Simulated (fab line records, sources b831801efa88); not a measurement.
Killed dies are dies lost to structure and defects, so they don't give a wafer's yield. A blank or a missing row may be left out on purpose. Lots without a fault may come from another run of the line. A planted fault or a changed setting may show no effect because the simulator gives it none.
A struck lot beside a sound one | flow sky130 | 27 steps out of a route of 708
Sound: wafers L121.2, L121.3, L121.6. Struck: wafer L126.3. (L126.1, L126.2 of the same lot were not struck and are left out.) The cause comes at the end.
At each step with rows: each side's tool, then ch and its chambers, then its first start. Under that, the readings that differ: sound wafers | struck wafers | difference of the means | sigmas: that difference in standard deviations of wafers without a fault.
alike: readings whose means differ by less than 2 such deviations, and words and numbers that are the same on both sides. not compared: withheld readings, readings that some wafer has no value for, bounds like >300 that may hide the same value, and numbers for which the record gives no deviation and whose values overlap.
The two part at a step that has a row with sigmas, a row that says differs or no value, or rows on one side only. Numbers that don't overlap but have no deviation are shown without sigmas and don't part them. A reading that every wafer of one side lacks parts them only if that side has two wafers or more.

first, 2 steps without rows for these wafers: SKY_LDD_LDN_PEB_05; SKY_LDD_LDN_DEVELOP_06 (develop time 60 s).
SKY_LDD_LDN_OVL_MEAS_07:
  sound on overlay-01, day 26 05:50; struck on overlay-01, day 27 20:11
  alike: LDD_LDN_OVL
then, 4 steps without rows for these wafers: SKY_LDD_LDN_IMPLANT_08; SKY_LDD_LDN_IMPLANT_09; SKY_LDD_LDN_IMPLANT_10; SKY_LDD_LDN_IMPLANT_11.
SKY_LDD_LDN_STRIP_12: strips in O2/N2.
  sound on plasma_asher-01 ch 1, day 26 06:28; struck on plasma_asher-02 ch 0, day 27 20:49
  alike: drypump_motor_current_A, oes_product_au, strip_time_to_endpoint_s
  not compared: rf_hours_counter_h
SKY_LDD_LDN_TW_MEAS_13:
  sound on film_metro-03, day 26 06:35; struck on film_metro-01, day 27 20:55
  alike: LDD_LDN_TW
then, 2 steps without rows for these wafers: SKY_LDD_LDN_CLEAN_14 (cleans in SC1/SC2, time 150 s); SKY_SPACER_CVD_00 (deposits Si3N4 from DCS/NH3, target thk 43.1 nm, time 740 s).
SKY_SPACER_THK_MEAS_01:
  sound on film_metro-01, day 26 07:55; struck on film_metro-04, day 27 22:59
  reading                | sound          | struck | difference | sigmas
  SPACER_CVD_00_THK (nm) | 43.3 43.7 43.5 | 42.6   | -0.9       | -2
SKY_SPACER_ETCHBACK_02: etches Si3N4 in CH3F/O2, stops on SiO2, time 46.7 s, target depth 45 nm.
  sound on rie_diel-03 ch 2,3, day 26 07:58; struck on rie_diel-03 ch 0, day 27 23:03
  reading                                    | sound            | struck | difference | sigmas
  model.SiO2_of_SONOS_ONO_CVD_04.thk_nm (nm) | 4.211 4.225 4.29 | 2.651  | -1.591     |
  alike: drypump_motor_current_A, oes_product_au, rf_fwd_power_W, throttle_valve_pct
  not compared: rf_hours_counter_h
then, 8 steps without rows for these wafers: SKY_POLY_CUT_DEHYDRATE_00 (time 60 s); SKY_POLY_CUT_HMDS_01 (prime time 60 s); SKY_POLY_CUT_COAT_02 (resist thk 60 nm); SKY_POLY_CUT_COAT_03 (resist thk 450 nm); SKY_POLY_CUT_SOFTBAKE_04 (time 90 s); SKY_POLY_CUT_EXPOSE_05 (exposes mask NPCM, target cd 270 nm); SKY_POLY_CUT_PEB_06; SKY_POLY_CUT_DEVELOP_07 (develop time 60 s).
SKY_POLY_CUT_CD_MEAS_08: target cd 270 nm.
  sound on cd_sem-02, day 27 12:37; struck on cd_sem-01, day 29 03:29
  alike: cd_nm
SKY_POLY_CUT_OVL_MEAS_09:
  sound on overlay-02, day 27 12:43; struck on overlay-02, day 29 03:37
  alike: POLY_CUT_OVL
SKY_POLY_CUT_ETCH_10: etches BARC in N2/H2, stops on SiO2, time 45.9 s, target depth 60 nm.
  sound on rie_diel-01 ch 0,2,3, day 27 12:45; struck on rie_diel-04 ch 1, day 29 03:39
  alike: drypump_motor_current_A, h2_flow_sccm, oes_product_au, rf_fwd_power_W, throttle_valve_pct
  not compared: rf_hours_counter_h
SKY_POLY_CUT_ETCH_11: etches Si3N4 in CF4/CH2F2/Ar, stops on poly-Si, time 42.5 s, target depth 60 nm.
  sound on rie_diel-01 ch 0,2,3, day 27 12:47; struck on rie_diel-04 ch 1, day 29 03:41
  reading                              | sound             | struck | difference | sigmas
  oes_product_au (a.u.)                | 0.838 0.844 0.828 | 0.808  | -0.029     | -4
  model.etch.depth_nm (nm)             | 63.38 63.19 63.11 | 58.82  | -4.41      |
  model.POLY_CUT.feature_depth_nm (nm) | 63.38 63.19 63.11 | 58.82  | -4.41      |
  alike: drypump_motor_current_A, rf_fwd_power_W, throttle_valve_pct
  not compared: rf_hours_counter_h
SKY_POLY_CUT_STRIP_12: strips in O2/N2.
  sound on plasma_asher-02 ch 0,1, day 27 12:50; struck on plasma_asher-04 ch 1, day 29 03:44
  reading               | sound             | struck | difference | sigmas
  oes_product_au (a.u.) | 0.455 0.460 0.453 | 0.446  | -0.010     | -2
  alike: drypump_motor_current_A, strip_time_to_endpoint_s
  not compared: rf_hours_counter_h
-- the record jumps here: 21 days lie between the struck wafers' starts before and after (it left off in module POLY_CUT and takes up again in module PAD_OPEN, whose first step shown is number 708 of the route) --
SKY_PAD_OPEN_PROBE_99:
  sound on prober-01, day 48 14:31; struck on prober-02, day 49 18:33
  reading                                 | sound             | struck | difference | sigmas
  killed_at_contacts                      | 25 27 23          | 12     | -13        | -2
  killed_at_other                         | 0 0 0             | 3      | +3         | +4
  model.etest.pfet_01v8.r_on_ohm_um       | 2933 2961 3009    | 2749   | -219       |
  model.etest.res_pdiff.line_ohm_um       | 1364 1358 1345    | 1221   | -135       |
  model.etest.res_ndiff.line_ohm_um       | 748.3 741.8 742   | 713.2  | -30.8      |
  model.etest.sonos_uncharged.r_on_ohm_um | 790.2 800 807.1   | 774.7  | -24.4      |
  model.etest.pfet_01v8.drive_ua_um       | 187.7 189.3 185.1 | 207    | +20        |
  model.etest.sram_pfet_latch.drive_ua_um | 141.3 138.4 144.2 | 154.7  | +13.4      |
  model.etest.res_pdiff.rs_ohm_sq         | 198 197.8 199.9   | 184.1  | -14.5      |
  model.etest.pfet_01v8_hvt.drive_ua_um   | 140.9 139.6 137.9 | 154    | +15        |
  alike: killed_at_M0_to_M3, killed_at_M4_up, killed_at_front_end, killed_dies, killed_open, killed_short

WHERE THEY PART
First at SKY_SPACER_THK_MEAS_01; last, within this record, at SKY_PAD_OPEN_PROBE_99.

WHY: what the simulator had put in
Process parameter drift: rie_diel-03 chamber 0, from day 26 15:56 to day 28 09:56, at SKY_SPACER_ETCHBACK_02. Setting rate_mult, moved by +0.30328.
